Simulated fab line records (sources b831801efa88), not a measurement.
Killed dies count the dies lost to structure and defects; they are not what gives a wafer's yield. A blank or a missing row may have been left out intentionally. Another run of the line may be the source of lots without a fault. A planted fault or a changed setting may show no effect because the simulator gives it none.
Which tool did it?    flow gf180mcu    Sampling: 13 lots, 39 wafers, 5 of 602 route steps

WHAT EACH GAUGE READ, for each wafer
GF_VT_IMPLANT_OVL_MEAS_18. Usual: for VT_IMPLANT_01_OVL the level is -0.1 nm and the standard deviation is 1.7.
lot   measured      on          VT_IMPLANT_01_OVL (nm)  flag
L383  day 6 06:56   overlay-02  -0.1 -0.3 -0.6          
L384  day 6 11:58   overlay-01  -2.3 -0.9 -1.2          
L385  day 6 17:01   overlay-01  2.1 2.6 0.6             
L387  day 7 07:16   overlay-01  -0.2 -1.0 0.0           
L391  day 8 08:28   overlay-01  2.6 2.1 2.3             
L394  day 9 03:58   overlay-01  -2.2 -2.2 -2.2          
L398  day 10 04:15  overlay-02  -1.3 0.1 -0.4           
L399  day 10 14:01  overlay-02  -2.1 -1.1 0.1           
L400  day 10 18:13  overlay-02  1.3 1.5 0.2             
L401  day 11 02:39  overlay-02  0.8 1.5 -0.1            
L404  day 11 19:57  overlay-02  -3.0 -1.6 -2.4          
L405  day 12 01:04  overlay-02  -0.5 0.6 0.0            
L406  day 12 07:38  overlay-01  1.5 1.5 0.1             

GF_VT_IMPLANT_TW_MEAS_21. Usual: for VT_IMPLANT_2_TW the level is 1204 and the standard deviation is 13.
lot   measured      on             VT_IMPLANT_2_TW                flag
L383  day 6 07:14   film metro-02  1211 1221 1221                 
L384  day 6 12:16   film metro-02  1220 1213 1212                 
L385  day 6 17:18   film metro-03  1190 1197 1188                 
L387  day 7 07:34   film metro-01  1212 1206 1212                 
L391  day 8 08:44   film metro-02  1104 1106 1099 1101 1103 1101  OFF
L394  day 9 04:16   film metro-02  1098 1096 1099 1099 1093 1098  OFF
L398  day 10 04:32  film metro-03  1195 1191 1190                 
L399  day 10 14:18  film metro-02  1209 1217 1209                 
L400  day 10 18:31  film metro-03  1198 1205 1190                 
L401  day 11 02:56  film metro-03  1188 1189 1191                 
L404  day 11 20:14  film metro-03  1189 1188 1192                 
L405  day 12 01:22  film metro-01  1186 1191 1192                 
L406  day 12 07:55  film metro-02  1223 1221 1228                 

GF_VT_IMPLANT_OVL_MEAS_40. Usual: for VT_IMPLANT_03_OVL the level is -1.5 nm and the standard deviation is 1.1.
lot   measured      on          VT_IMPLANT_03_OVL (nm)  flag
L383  day 7 13:58   overlay-01  -2.2 -1.6 -2.3          
L384  day 7 19:13   overlay-01  -1.3 -1.4 -2.0          
L385  day 8 01:18   overlay-01  0.3 -2.0 -0.5           
L387  day 8 15:55   overlay-01  -3.2 -2.5 -3.0          
L391  day 9 18:17   overlay-02  0.3 0.4 -0.9            
L394  day 10 15:24  overlay-02  0.0 0.0 1.0             
L398  day 11 17:42  overlay-02  -1.7 -1.2 -0.3          
L399  day 12 03:16  overlay-02  -2.8 -2.0 -0.8          
L400  day 12 08:22  overlay-01  -1.7 -1.3 -0.5          
L401  day 12 18:01  overlay-02  -0.7 -0.3 0.1           
L404  day 13 10:50  overlay-02  -1.6 -2.6 -2.2          
L405  day 13 16:36  overlay-01  -2.9 -2.0 -0.3          
L406  day 13 23:57  overlay-01  -2.2 -0.3 -1.1          

WHICH TOOL RAN EACH LOT (tool, then ch and the chambers of the sampled wafers, then the start)
lot   GF_VT_IMPLANT_IMPLANT_19         GF_VT_IMPLANT_STRIP_31
L383  implanter-02 ch 0, day 6 06:59   plasma asher-03 ch 0,1, day 6 22:02
L384  implanter-04 ch 0, day 6 12:04   plasma asher-01 ch 0,1, day 7 03:08
L385  implanter-02 ch 0, day 6 17:04   plasma asher-02 ch 0,1, day 7 09:26
L387  implanter-02 ch 0, day 7 07:20   plasma asher-03 ch 0,1, day 7 23:04
L391  implanter-02 ch 0, day 8 08:29   plasma asher-02 ch 0,1, day 9 01:05
L394  implanter-02 ch 0, day 9 04:02   plasma asher-02 ch 0,1, day 9 21:34
L398  implanter-01 ch 0, day 10 04:17  plasma asher-01 ch 0,1, day 10 22:59
L399  implanter-04 ch 0, day 10 14:04  plasma asher-01 ch 0,1, day 11 08:26
L400  implanter-04 ch 0, day 10 18:17  plasma asher-03 ch 0,1, day 11 13:19
L401  implanter-01 ch 0, day 11 02:42  plasma asher-01 ch 0,1, day 11 22:11
L404  implanter-02 ch 0, day 11 19:59  plasma asher-03 ch 0,1, day 12 14:53
L405  implanter-02 ch 0, day 12 01:08  plasma asher-01 ch 0,1, day 12 20:34
L406  implanter-01 ch 0, day 12 07:40  plasma asher-02 ch 0,1, day 13 03:29
- GF_VT_IMPLANT_IMPLANT_19
- GF_VT_IMPLANT_STRIP_31: strips in O2/N2.

AS READ BY THE TOOLS THEMSELVES (means over the sampled wafers that have a number; for cases with no such wafer, the mark the record gives instead)
GF_VT_IMPLANT_IMPLANT_19. Usual: dose ions cm2 4.35e+12, standard deviation 4.9e+09; faraday current uA 24.5, standard deviation 0.49.
lot   tool          dose ions cm2  faraday current uA  flag
L383  implanter-02  4.35e+12       24.1                
L384  implanter-04  4.35e+12       24.3                
L385  implanter-02  4.35e+12       24.9                
L387  implanter-02  4.35e+12       24.8                
L391  implanter-02  3.15e+12       17.6                OFF
L394  implanter-02  3.16e+12       17.8                OFF
L398  implanter-01  4.35e+12       24.5                
L399  implanter-04  4.35e+12       24.6                
L400  implanter-04  4.35e+12       24.6                
L401  implanter-01  4.35e+12       24.4                
L404  implanter-02  4.35e+12       24.2                
L405  implanter-02  4.35e+12       23.9                
L406  implanter-01  4.36e+12       24.7                

GF_VT_IMPLANT_STRIP_31. Usual: drypump motor current A 6.0 A, standard deviation 0.42; heater power w 337 W, standard deviation 26; o2 flow sccm 3001 sccm, standard deviation 9.1; oes product au 0.715 a.u., standard deviation 0.0043; strip time to endpoint s 12.62 s, standard deviation 0.039.
lot   tool             drypump motor current A (A)  heater power w (W)  o2 flow sccm (sccm)  oes product au (a.u.)  strip time to endpoint s (s)  flag
L383  plasma asher-03  5.5                          307                 3006                 0.713                  12.62                         
L384  plasma asher-01  6.3                          331                 3005                 0.717                  12.59                         
L385  plasma asher-02  6.0                          349                 2996                 0.715                  12.63                         
L387  plasma asher-03  5.7                          321                 3003                 0.712                  12.62                         
L391  plasma asher-02  6.0                          352                 2995                 0.710                  12.61                         
L394  plasma asher-02  6.0                          363                 2991                 0.716                  12.59                         
L398  plasma asher-01  6.1                          345                 3010                 0.719                  12.65                         
L399  plasma asher-01  6.3                          328                 3000                 0.717                  12.64                         
L400  plasma asher-03  5.7                          321                 3005                 0.714                  12.61                         
L401  plasma asher-01  6.1                          343                 3000                 0.722                  12.64                         
L404  plasma asher-03  5.5                          307                 2999                 0.716                  12.55                         
L405  plasma asher-01  6.3                          330                 3007                 0.713                  12.63                         
L406  plasma asher-02  6.0                          362                 2991                 0.720                  12.61                         

THE ANSWER, worked out from the rows above alone
Rule: a lot is off if the mean of its wafers that have a number lies more than 3 standard deviations from the usual mean. A lot without any number at a reading at which 4 lots or more have one is off too. All remaining lots with rows at the step are treated as sound. The gauges are gone through in route order, then the tools' own readings, and for those a lot's mean is taken as printed above. The first step at which some lot is off is used, and at that step the reading that is off furthest; a lot without a number counts as furthest.
Off: at GF_VT_IMPLANT_TW_MEAS_21 (VT_IMPLANT_2_TW), L391, L394.
A tool fits if, at a process step before that reading, it ran every lot that is off, and no sound lot after the first of them. Not tried: the gauges at GF_VT_IMPLANT_TW_MEAS_21; whatever is off there is also off at GF_VT_IMPLANT_IMPLANT_19, on other tools, and gauge error can't account for it. No candidate that was tried fits.

WHAT THE SIMULATOR HAD PUT IN
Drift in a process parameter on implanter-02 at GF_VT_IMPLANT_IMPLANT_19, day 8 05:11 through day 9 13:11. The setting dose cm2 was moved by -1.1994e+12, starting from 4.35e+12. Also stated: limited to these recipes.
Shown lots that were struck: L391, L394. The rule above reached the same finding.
